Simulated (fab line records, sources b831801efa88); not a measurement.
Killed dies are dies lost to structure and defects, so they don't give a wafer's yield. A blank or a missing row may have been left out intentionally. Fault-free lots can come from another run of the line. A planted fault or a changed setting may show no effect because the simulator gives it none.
Split-lot experiment ; flow sfqLine ; route with 325 steps; 5 lots, 23 wafers read

== ABOUT THE SPLIT ==
At SFQ_TRILAYER_L0_VIA_BARC_OPEN_VIA_ETCH_021 (etches BARC in O2, target depth 125 nm, time 41.7 s), the setting timeS was moved away from the recipe's 41.7 s on 4 of the 23 wafers read, by -10.0% to +6.9%. All remaining wafers had this setting at the recipe value.

The file shows no step between the split and the reading.

== THE READING ==
KrF_of_TRILAYER_L0_VIA_LITHO_COAT_013.thkNm (the simulator's own value, which no gauge read), in nm, at SFQ_TRILAYER_L0_VIA_ETCH_VIA_ETCH_016 (etches SiO2 in CHF3, stops on MoNx KI, target depth 80 nm). No usual value for it is given in the file. Average 559.8 nm, standard deviation 1.2 nm, over the 19 wafers here run with the recipe.

wafer;tool, chamber at the split;timeS as run, s;against the recipe;KrF_of_TRILAYER_L0_VIA_LITHO_COAT_013.thkNm, nm;against lot-mates on the recipe
L075.1;rieDiel-04, 3;41.7;recipe;557.9;-
L075.2;rieDiel-04, 2;41.7;recipe;559.9;-
L075.3;rieDiel-04, 1;41.7;recipe;560.1;-
L075.4;rieDiel-04, 0;41.7;recipe;556.9;-
L075.6;rieDiel-04, 1;41.7;recipe;558.1;-
L078.2;rieDiel-02, 1;41.7;recipe;561.4;-
L078.3;rieDiel-02, 0;44.58;+6.9%;555.3;-4.9
L078.4;rieDiel-02, 2;41.7;recipe;559.8;-
L078.5;rieDiel-02, 3;41.7;recipe;559.4;-
L078.6;rieDiel-02, 2;44.58;+6.9%;556.6;-3.6
L080.1;rieDiel-02, 0;41.7;recipe;559.1;-
L080.3;rieDiel-02, 2;41.7;recipe;559.1;-
L080.4;rieDiel-02, 1;41.7;recipe;561.1;-
L083.1;rieDiel-01, 2;41.7;recipe;560.9;-
L083.2;rieDiel-01, 3;37.53;-10.0%;567.1;+6.7
L083.3;rieDiel-01, 0;41.7;recipe;560.7;-
L083.4;rieDiel-01, 1;37.53;-10.0%;565.4;+5.0
L083.5;rieDiel-01, 2;41.7;recipe;559.7;-
L084.1;rieDiel-02, 1;41.7;recipe;561.2;-
L084.2;rieDiel-02, 0;41.7;recipe;560;-
L084.3;rieDiel-02, 2;41.7;recipe;559.8;-
L084.5;rieDiel-02, 2;41.7;recipe;559.1;-
L084.6;rieDiel-02, 1;41.7;recipe;561.1;-

THE FIT
A straight line over all 23 wafers: KrF_of_TRILAYER_L0_VIA_LITHO_COAT_013.thkNm changes by -0.616 nm for each +1% of timeS; r = -0.89; the points scatter about the line by 1.2 nm.
The same after taking each lot's own level away (the mean of its wafers on the recipe; 23 wafers): -0.593 nm for each +1%; r = -0.92; scatter 0.95 nm.
Per that fit: largest timeS move, reading shift of 5.9 nm.
The span of the lots' own levels, 558.58 to 560.43 nm, comes to 1.6 times the standard deviation stated above.
So the lot-to-lot level changes the slope little: the two slopes agree.
Check: +5.47 nm against its lot-mates is what the line predicts for one of the wafers moved furthest among these (-10.0%) when that wafer is left out of the fit. It came out at +6.67 nm against them.

== THESE WAFERS: OTHER SPLITS ==
These wafers also went through other splits before the reading. Each is held against what the fit with the lots' levels taken away leaves over:
other split on the same wafers;wafers away from the commonest value;r with KrF_of_TRILAYER_L0_VIA_LITHO_COAT_013.thkNm (lot level and that fit taken away)
SFQ_TRILAYER_INCOMING_OXIDATION_002 oxTimeS;18;+0.00
SFQ_TRILAYER_L0_LITHO_COAT_005 spinRpm;7;+0.31

== THE WHOLE CHAIN: every reading that the file lists as answering this split, in the file's order ==
step;what it does;reading;change (the file's fit);r (the file's)
SFQ_TRILAYER_L0_VIA_BARC_OPEN_VIA_ETCH_021;etches BARC in O2, target depth 125 nm, time 41.7 s;KrF_of_TRILAYER_L0_VIA_LITHO_COAT_013.thkNm (the simulator's own value, which no gauge read);-0.584 nm for each +1% of the setting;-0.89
SFQ_TRILAYER_L0_VIA_ETCH_VIA_ETCH_016;etches SiO2 in CHF3, stops on MoNx KI, target depth 80 nm;KrF_of_TRILAYER_L0_VIA_LITHO_COAT_013.thkNm (the simulator's own value, which no gauge read);-0.592 nm for each +1% of the setting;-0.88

== FILE'S OWN FIT ==
KrF_of_TRILAYER_L0_VIA_LITHO_COAT_013.thkNm changes by -0.592 nm for each +1% of timeS, r = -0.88.
